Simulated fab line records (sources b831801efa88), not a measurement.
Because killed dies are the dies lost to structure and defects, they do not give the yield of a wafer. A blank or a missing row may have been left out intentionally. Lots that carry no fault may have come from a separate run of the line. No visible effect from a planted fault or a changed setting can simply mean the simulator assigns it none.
Struck lot and sound lot, side by side -- flow sky130 -- 14 out of 708 route steps
Sound: the wafers L651.2, L651.3, L651.4. Wafers struck: L658.1, L658.4, L658.5. Last of all comes the cause.
For every step that has rows: the tool of each side, followed by ch and its chambers, followed by its first start. Under that, the readings that differ: sound wafers -- struck wafers -- difference of the means -- sigmas: that difference in standard deviations of wafers without a fault.
alike: same words and numbers on both sides, and readings whose means sit less than 2 such deviations apart. not compared: any withheld reading, any reading some wafer has no value for, any bound like >300 that may hide the same value, and any number with overlapping values for which the record gives no deviation.
Wherever a step has rows on one side only, a row that says differs or no value, or a row with sigmas, the two part there. When numbers do not overlap yet have no deviation, they are printed without sigmas and do not part them. A reading that every wafer of one side lacks parts them only if that side has two wafers or more.

first, 1 step without rows for these wafers: SKY_METAL5_CLEAN_19 (cleans in O3/DIW).
SKY_PASSIVATION_CVD_00: deposits SiO2, target thk 90 nm.
  sound on pecvd-04 ch 0,1,2, day 45 17:00; struck on pecvd-01 ch 0,1, day 47 08:32
  alike: heater power w
SKY_PASSIVATION_THK_MEAS_01:
  sound on film metro-03 at day 45 17:02; struck on film metro-04 at day 47 08:34
  alike: PASSIVATION_CVD_00_THK
SKY_PASSIVATION_CVD_02: deposits Si3N4, target thk 540 nm.
  sound on pecvd-02 ch 0,1,2, day 45 17:05; struck on pecvd-02 ch 0,1, day 47 08:37
  alike: heater power w
SKY_PASSIVATION_THK_MEAS_03:
  sound on film metro-02 at day 45 17:19; struck on film metro-03 at day 47 08:51
  alike: PASSIVATION_CVD_02_THK
then, 7 steps without rows for these wafers: SKY_PASSIVATION_DEHYDRATE_04 (time 60 s); SKY_PASSIVATION_HMDS_05 (prime time 60 s); SKY_PASSIVATION_COAT_06 (resist thk 3000 nm); SKY_PASSIVATION_SOFTBAKE_07; SKY_PASSIVATION_EXPOSE_08 (exposes mask NSM, target cd 3000 nm); SKY_PASSIVATION_PEB_09; SKY_PASSIVATION_DEVELOP_10 (develop time 60 s).
SKY_PASSIVATION_ETCH_11: etches the open film in CF4/O2, stops on AlCu, target depth 725 nm, time 161.1 s.
  sound on rie diel-02 ch 0,2,3, day 46 14:02; struck on rie diel-03 ch 2,3, day 48 04:53
  no value came back on the struck wafers for any of 7 readings (O2_flow_sccm (sccm), bias w (W) and others); on the sound wafers O2_flow_sccm (sccm) reads 9.953 9.947 10.015
reading,sound,struck,difference,sigmas
model.coat_of_PASSIVATION_COAT_06.thk nm (nm),2520 2528 2533,2992 3003 2997,+470,
SKY_PASSIVATION_STRIP_12: strips in O2/N2.
  sound on plasma asher-02 ch 0,1, day 46 14:08; struck on plasma asher-04 ch 1, day 48 04:59
reading,sound,struck,difference,sigmas
strip time to endpoint s (s),31.57 31.64 31.72,36.88 37.00 36.92,+5.29,+44
  alike: drypump motor current A, o2 flow sccm, oes product au
  not compared: rf hours counter h

## WHERE THEY PART
Earliest at SKY_PASSIVATION_ETCH_11; latest, in this record, at SKY_PASSIVATION_STRIP_12.

WHY: whatever the simulator had introduced
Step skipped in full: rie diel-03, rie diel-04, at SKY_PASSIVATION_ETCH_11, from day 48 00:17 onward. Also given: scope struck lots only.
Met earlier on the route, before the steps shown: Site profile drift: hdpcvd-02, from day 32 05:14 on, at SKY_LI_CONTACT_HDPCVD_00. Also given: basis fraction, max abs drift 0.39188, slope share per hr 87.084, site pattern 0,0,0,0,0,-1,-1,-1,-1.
